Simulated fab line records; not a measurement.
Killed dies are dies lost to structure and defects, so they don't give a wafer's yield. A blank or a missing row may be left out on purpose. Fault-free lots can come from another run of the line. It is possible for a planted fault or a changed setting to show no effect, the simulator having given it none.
Comparing a struck lot with a sound one || flow sky130 || 15 steps out of a route of 708
Sound: the wafers L626.2, L626.3, L626.5. Wafers struck: L631.2, L631.3, L631.6. The cause comes at the end.
Per side, at each step with rows, come the tool, then ch with its chambers, and then its first start. Under that, the readings that differ: sound wafers || struck wafers || difference of the means || sigmas: that difference in standard deviations of wafers without a fault.
alike: words and numbers the same on both sides, and readings whose means are apart by under 2 such deviations; not compared: readings that were withheld, readings missing a value for some wafer, numbers with overlapping values and no deviation given by the record, and bounds like >300 which may hide the same value.
Wherever a step has rows on one side only, a row that says differs or no value, or a row with sigmas, the two part there. Non-overlapping numbers with no deviation appear without sigmas and do not part them. A reading that every wafer of one side lacks parts them only if that side has two wafers or more.

first, 5 steps without rows for these wafers: SKY_LDD_HVN_COAT_02 (resist thk 300 nm); SKY_LDD_HVN_SOFTBAKE_03 (time 60 s); SKY_LDD_HVN_EXPOSE_04 (exposes mask HVNTM, target cd 700 nm); SKY_LDD_HVN_PEB_05; SKY_LDD_HVN_DEVELOP_06 (develop time 60 s).
SKY_LDD_HVN_OVL_MEAS_07:
  sound on overlay-02 at day 22 18:42; struck on overlay-01 at day 24 11:24
{"reading": "LDD_HVN_OVL (nm)", "sound": "3.3 3.9 2.5", "struck": "-0.4 0.3 -0.6", "difference": -3.5, "sigmas": -2}
then, 1 step without rows for these wafers: SKY_LDD_HVN_IMPLANT_08.
SKY_LDD_HVN_STRIP_09: strips in O2/N2.
  sound on plasma asher-04 ch 0,1, day 22 18:53; struck on plasma asher-04 ch 0,1, day 24 11:35
  alike: drypump motor current A, oes product au, strip time to endpoint s
  not compared: rf hours counter h
SKY_LDD_HVN_TW_MEAS_10:
  sound on film metro-02 at day 22 18:59; struck on film metro-01 at day 24 11:41
{"reading": "LDD_HVN_TW", "sound": "1440 1440 1436", "struck": "1404 1399 1399", "difference": -38, "sigmas": -3}
then, 3 steps without rows for these wafers: SKY_LDD_HVP_DEHYDRATE_00 (time 60 s); SKY_LDD_HVP_HMDS_01 (prime time 60 s); SKY_LDD_HVP_COAT_02 (resist thk 300 nm).
SKY_LDD_HVP_SOFTBAKE_03: time 60 s.
  sound on litho track-01 ch 0, day 23 09:10; struck on litho track-04 ch 0, day 25 01:45
{"reading": "heater power total W (W)", "sound": "56.62 56.56 56.66", "struck": "55.92 55.90 55.89", "difference": -0.71, "sigmas": -17}
{"reading": "plate temp C (C)", "sound": "89.92 89.77 89.62", "struck": "89.28 89.41 89.36", "difference": -0.42, "sigmas": -3}
then, 1 step without rows for these wafers: SKY_LDD_HVP_EXPOSE_04 (exposes mask HVPTM, target cd 700 nm).
-- the record jumps here: 23 days lie between the struck wafers' starts before and after (it left off in module LDD_HVP and takes up again in module PAD_OPEN, whose first step shown is number 708 of the route) --
SKY_PAD_OPEN_PROBE_99:
  sound on prober-02 at day 47 07:36; struck on prober-02 at day 48 10:38
  alike: killed_at_M0_to_M3, killed_at_M4_up, killed at contacts, killed at front end, killed at other, killed dies, killed on rim, killed open, killed short

## WHERE THEY PART
At SKY_LDD_HVN_OVL_MEAS_07 first; at SKY_LDD_HVP_SOFTBAKE_03 last (within this record only). Later steps at which nothing parts them and some readings are alike: SKY_PAD_OPEN_PROBE_99.

WHY: whatever the simulator had introduced
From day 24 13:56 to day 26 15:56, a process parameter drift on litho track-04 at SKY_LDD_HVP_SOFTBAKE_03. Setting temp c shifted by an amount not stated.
